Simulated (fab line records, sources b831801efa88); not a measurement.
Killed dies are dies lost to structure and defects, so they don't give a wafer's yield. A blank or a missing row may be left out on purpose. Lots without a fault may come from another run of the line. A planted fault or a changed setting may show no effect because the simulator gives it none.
A struck lot beside a sound one | flow sky130 | 42 steps out of a route of 708
Sound: wafers L529.2, L529.3, L529.4. Struck: wafers L530.1, L530.4, L530.6. The cause comes at the end.
At each step with rows: each side's tool, then ch and its chambers, then its first start. Under that, the readings that differ: sound wafers | struck wafers | difference of the means | sigmas: that difference in standard deviations of wafers without a fault.
alike: readings whose means differ by less than 2 such deviations, and words and numbers that are the same on both sides. not compared: withheld readings, readings that some wafer has no value for, bounds like >300 that may hide the same value, and numbers for which the record gives no deviation and whose values overlap.
The two part at a step that has a row with sigmas, a row that says differs or no value, or rows on one side only. Numbers that don't overlap but have no deviation are shown without sigmas and don't part them. A reading that every wafer of one side lacks parts them only if that side has two wafers or more.

SKY_NWELL_OVL_MEAS_10:
  sound on overlay-02, day 6 04:19; struck on overlay-02, day 6 11:45
  alike: NWELL_00_OVL
then, 3 steps without rows for these wafers: SKY_NWELL_IMPLANT_11; SKY_NWELL_IMPLANT_12; SKY_NWELL_IMPLANT_13.
SKY_NWELL_STRIP_14: strips in O2/N2.
  sound on plasma_asher-02 ch 0,1, day 6 04:47; struck on plasma_asher-04 ch 0,1, day 6 12:14
  alike: drypump_motor_current_A, o2_flow_sccm, oes_product_au, strip_time_to_endpoint_s
  not compared: rf_hours_counter_h
SKY_NWELL_TW_MEAS_15:
  sound on film_metro-04, day 6 04:54; struck on film_metro-04, day 6 12:20
  alike: NWELL_TW
then, 6 steps without rows for these wafers: SKY_NWELL_DEHYDRATE_16 (time 60 s); SKY_NWELL_HMDS_17 (prime time 60 s); SKY_NWELL_COAT_18 (resist thk 3000 nm); SKY_NWELL_SOFTBAKE_19; SKY_NWELL_EXPOSE_20 (exposes mask NWM COMPLEMENT, target cd 840 nm); SKY_NWELL_PEB_21.
SKY_NWELL_DEVELOP_22: develop time 60 s.
  sound on litho_track-03 ch 0, day 6 23:00; struck on litho_track-04 ch 0, day 7 06:00
  alike: chill_plate_temp_C
SKY_NWELL_OVL_MEAS_23:
  sound on overlay-01, day 6 23:53; struck on overlay-02, day 7 06:57
  alike: NWELL_01_OVL
then, 1 step without rows for these wafers: SKY_NWELL_IMPLANT_24.
SKY_NWELL_STRIP_25: strips in O2/N2.
  sound on plasma_asher-04 ch 0,1, day 7 00:04; struck on plasma_asher-04 ch 0,1, day 7 07:08
  alike: drypump_motor_current_A, o2_flow_sccm, oes_product_au, strip_time_to_endpoint_s
  not compared: rf_hours_counter_h
SKY_NWELL_TW_MEAS_26:
  sound on film_metro-04, day 7 00:10; struck on film_metro-04, day 7 07:14
  alike: NWELL_2_TW
then, 1 step without rows for these wafers: SKY_NWELL_CLEAN_27 (cleans in SC1/SC2, time 150 s).
SKY_NWELL_RTA_28: time 30 s.
  sound on rtp_anneal-02 ch 0, day 7 00:17; struck on rtp_anneal-01 ch 0, day 7 07:20
  alike: anneal_temp_c_max, lamp_power_pct, ramp_up_c_per_s, wafer_temp_C_max
SKY_NWELL_RS_MEAS_29: measures by four-point-probe.
  sound on film_metro-04, day 7 00:23; struck on film_metro-02, day 7 07:27
  reading           | sound             | struck            | difference | sigmas
  NWELL_RS (ohm/sq) | 626.1 625.8 625.7 | 622.4 621.2 623.4 | -3.5       | -2
SKY_NWELL_RS_MEAS_31: measures by four-point-probe.
  sound on film_metro-04, day 7 00:38; struck on film_metro-02, day 7 07:41
  alike: PWDE_RS
then, 7 steps without rows for these wafers: SKY_VT_ADJUST_HVTP_DEHYDRATE_00 (time 60 s); SKY_VT_ADJUST_HVTP_HMDS_01 (prime time 60 s); SKY_VT_ADJUST_HVTP_COAT_02 (resist thk 1140 nm); SKY_VT_ADJUST_HVTP_SOFTBAKE_03 (time 60 s); SKY_VT_ADJUST_HVTP_EXPOSE_04 (exposes mask HVTPM, target cd 380 nm); SKY_VT_ADJUST_HVTP_PEB_05; SKY_VT_ADJUST_HVTP_DEVELOP_06 (develop time 60 s).
SKY_VT_ADJUST_HVTP_CD_MEAS_07: target cd 380 nm.
  sound on cd_sem-01, day 7 20:34; struck on cd_sem-01, day 8 03:46
  alike: cd_nm
SKY_VT_ADJUST_HVTP_OVL_MEAS_08:
  sound on overlay-01, day 7 20:41; struck on overlay-01, day 8 03:53
  alike: VT_ADJUST_HVTP_OVL
then, 1 step without rows for these wafers: SKY_VT_ADJUST_HVTP_IMPLANT_09.
SKY_VT_ADJUST_HVTP_STRIP_10: strips in O2/N2.
  sound on plasma_asher-01 ch 0,1, day 7 20:52; struck on plasma_asher-03 ch 0,1, day 8 04:04
  alike: drypump_motor_current_A, o2_flow_sccm, oes_product_au, strip_time_to_endpoint_s
  not compared: rf_hours_counter_h
SKY_VT_ADJUST_HVTP_TW_MEAS_11:
  sound on film_metro-04, day 7 20:58; struck on film_metro-03, day 8 04:10
  alike: VT_ADJUST_HVTP_TW
then, 7 steps without rows for these wafers: SKY_VT_ADJUST_LVTN_DEHYDRATE_00 (time 60 s); SKY_VT_ADJUST_LVTN_HMDS_01 (prime time 60 s); SKY_VT_ADJUST_LVTN_COAT_02 (resist thk 3000 nm); SKY_VT_ADJUST_LVTN_SOFTBAKE_03; SKY_VT_ADJUST_LVTN_EXPOSE_04 (exposes mask NWM COMPLEMENT LESS NATIVE, target cd 840 nm); SKY_VT_ADJUST_LVTN_PEB_05; SKY_VT_ADJUST_LVTN_DEVELOP_06 (develop time 60 s).
SKY_VT_ADJUST_LVTN_OVL_MEAS_07:
  sound on overlay-02, day 8 17:18; struck on overlay-02, day 9 02:05
  alike: VT_ADJUST_LVTN_OVL
-- the record jumps here: 39 days lie between the struck wafers' starts before and after (it left off in module VT_ADJUST_LVTN and takes up again in module PAD_OPEN, whose first step shown is number 708 of the route) --
SKY_PAD_OPEN_PROBE_99:
  sound on prober-02, day 47 11:05; struck on prober-01, day 47 19:39
  reading                                 | sound                         | struck                        | difference | sigmas
  model.etest.pfet_16v.r_on_ohm_um        | 1.522e+04 1.543e+04 1.507e+04 | 1.658e+04 1.64e+04 1.639e+04  | +1.217e+03 |
  model.etest.nfet_16v.r_on_ohm_um        | 1.403e+04 1.414e+04 1.402e+04 | 1.318e+04 1.313e+04 1.311e+04 | -9.233e+02 |
  model.etest.res_iso_pwell.width_nm (nm) | 2652 2647 2660                | 2496 2484 2504                | -158       |
  model.etest.res_nwell.line_ohm_um       | 1146 1167 1134                | 1079 1080 1094                | -65        |
  model.etest.res_nwell.width_nm (nm)     | 836.5 839.4 833.4             | 898.4 900.3 894.1             | +61.2      |
  model.etest.pfet_16v.drive_ua_um        | 244.2 241.4 246.3             | 215.9 216.1 217.4             | -27.5      |
  model.etest.nfet_16v.drive_ua_um        | 222.1 219.7 223.6             | 236 234.4 235.1               | +13        |
  alike: killed_at_M0_to_M3, killed_at_M4_up, killed_at_contacts, killed_at_front_end, killed_at_other, killed_dies, killed_on_rim, killed_open, killed_short
  not compared: model.etest.iso_nwell_nwell.leak_log10_a_um

WHERE THEY PART
Only at SKY_NWELL_RS_MEAS_29, within this record. Later steps at which nothing parts them and some readings are alike: SKY_NWELL_RS_MEAS_31, SKY_VT_ADJUST_HVTP_CD_MEAS_07, SKY_VT_ADJUST_HVTP_OVL_MEAS_08, SKY_VT_ADJUST_HVTP_STRIP_10, SKY_VT_ADJUST_HVTP_TW_MEAS_11, SKY_VT_ADJUST_LVTN_OVL_MEAS_07, SKY_PAD_OPEN_PROBE_99.

WHY: what the simulator had put in
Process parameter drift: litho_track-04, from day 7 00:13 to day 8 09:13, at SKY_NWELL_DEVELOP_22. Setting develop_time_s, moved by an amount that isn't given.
